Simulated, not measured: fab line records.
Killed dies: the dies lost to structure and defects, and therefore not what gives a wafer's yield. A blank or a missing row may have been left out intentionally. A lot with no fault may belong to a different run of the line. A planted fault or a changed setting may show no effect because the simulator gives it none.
Comparing a struck lot with a sound one    flow sky130    15 out of 708 route steps
Sound: these wafers, L907.4, L907.5, L907.6. Struck: wafers L926.1, L926.2, L926.4. The cause comes at the end.
Each step with rows lists, per side, the tool, then ch with its chambers, then its first start. Under that, the readings that differ: sound wafers    struck wafers    difference of the means    sigmas: that difference in standard deviations of wafers without a fault.
alike: readings whose means differ by less than 2 such deviations, and words and numbers that are the same on both sides. not compared: withheld readings, readings that some wafer has no value for, bounds like >300 that may hide the same value, and numbers for which the record gives no deviation and whose values overlap.
A row with sigmas, a row that says differs or no value, or rows on one side alone: a step with any of these is where the two part. Numbers that have no deviation but don't overlap get no sigmas and don't part them. A reading missing from all wafers of one side parts the sides only when that side holds two or more wafers.

first, 4 steps without rows for these wafers: SKY_LDD_LDN_SOFTBAKE_03 (time 60 s); SKY_LDD_LDN_EXPOSE_04 (exposes mask LDNTM, target cd 700 nm); SKY_LDD_LDN_PEB_05; SKY_LDD_LDN_DEVELOP_06 (develop time 60 s).
SKY_LDD_LDN_OVL_MEAS_07:
  sound on overlay-01, day 23 06:20; struck on overlay-01, day 29 22:25
  alike: LDD_LDN_OVL
then, 4 steps without rows for these wafers: SKY_LDD_LDN_IMPLANT_08; SKY_LDD_LDN_IMPLANT_09; SKY_LDD_LDN_IMPLANT_10; SKY_LDD_LDN_IMPLANT_11.
SKY_LDD_LDN_STRIP_12: strips in O2/N2.
  sound on plasma asher-01 ch 0,1, day 23 06:59; struck on plasma asher-02 ch 0,1, day 29 23:04
  alike: drypump motor current A, oes product au, strip time to endpoint s
  not compared: rf hours counter h
SKY_LDD_LDN_TW_MEAS_13:
  sound on film metro-02, day 23 07:05; struck on film metro-01, day 29 23:10
reading     sound           struck          difference  sigmas
LDD_LDN_TW  1508 1501 1502  1490 1487 1483  -17         -2
then, 1 step without rows for these wafers: SKY_LDD_LDN_CLEAN_14 (cleans in SC1/SC2, time 150 s).
SKY_SPACER_CVD_00: deposits Si3N4 from DCS/NH3, target thk 43.1 nm, time 740 s.
  sound on lpcvd-02 ch 0, day 23 07:10; struck on lpcvd-02 ch 0, day 29 23:16
reading                                   sound              struck             difference  sigmas
spike tc bottom C (C)                     792.4 790.2 790.1  830.3 831.6 830.8  +40.0       +40
spike tc centre C (C)                     771.2 772.4 772.6  812.6 812.4 810.9  +39.9       +33
spike tc lower C (C)                      772.9 772.6 772.5  810.7 811.8 810.5  +38.3       +18
spike tc top C (C)                        782.4 783.9 784.4  822.2 821.5 823.0  +38.7       +19
spike tc upper C (C)                      770.9 769.7 770.1  808.3 809.6 808.3  +38.5       +38
susceptor temp C (C)                      769.9 769.9 770.1  808.7 808.7 808.9  +38.8       +99 or more
zone power bottom pct (%)                 20.63 20.67 20.58  22.81 22.52 22.49  +1.98       +9
zone power centre pct (%)                 12.91 12.87 12.96  14.41 14.00 13.92  +1.20       +5
zone power lower pct (%)                  13.20 13.26 13.41  14.77 14.83 14.59  +1.44       +10
zone power top pct (%)                    24.6 24.7 24.6     26.3 26.5 26.6     +1.8        +3
model.Si3N4_of_SPACER_CVD_00.thk nm (nm)  41.65 41.93 42     74.45 74.63 74.9   +32.80      
SKY_SPACER_THK_MEAS_01:
  sound on film metro-03, day 23 08:24; struck on film metro-02, day 30 00:42
reading                 sound           struck          difference  sigmas
SPACER_CVD_00_THK (nm)  41.6 41.9 42.0  74.5 74.6 74.9  +32.8       +70
  not compared: hold
after that, 1 step had no rows for these wafers: SKY_PAD_OPEN_PROBE_99.

WHERE THEY PART
Earliest at SKY_LDD_LDN_TW_MEAS_13; latest, in this record, at SKY_SPACER_THK_MEAS_01.

WHY: what had been put in by the simulator
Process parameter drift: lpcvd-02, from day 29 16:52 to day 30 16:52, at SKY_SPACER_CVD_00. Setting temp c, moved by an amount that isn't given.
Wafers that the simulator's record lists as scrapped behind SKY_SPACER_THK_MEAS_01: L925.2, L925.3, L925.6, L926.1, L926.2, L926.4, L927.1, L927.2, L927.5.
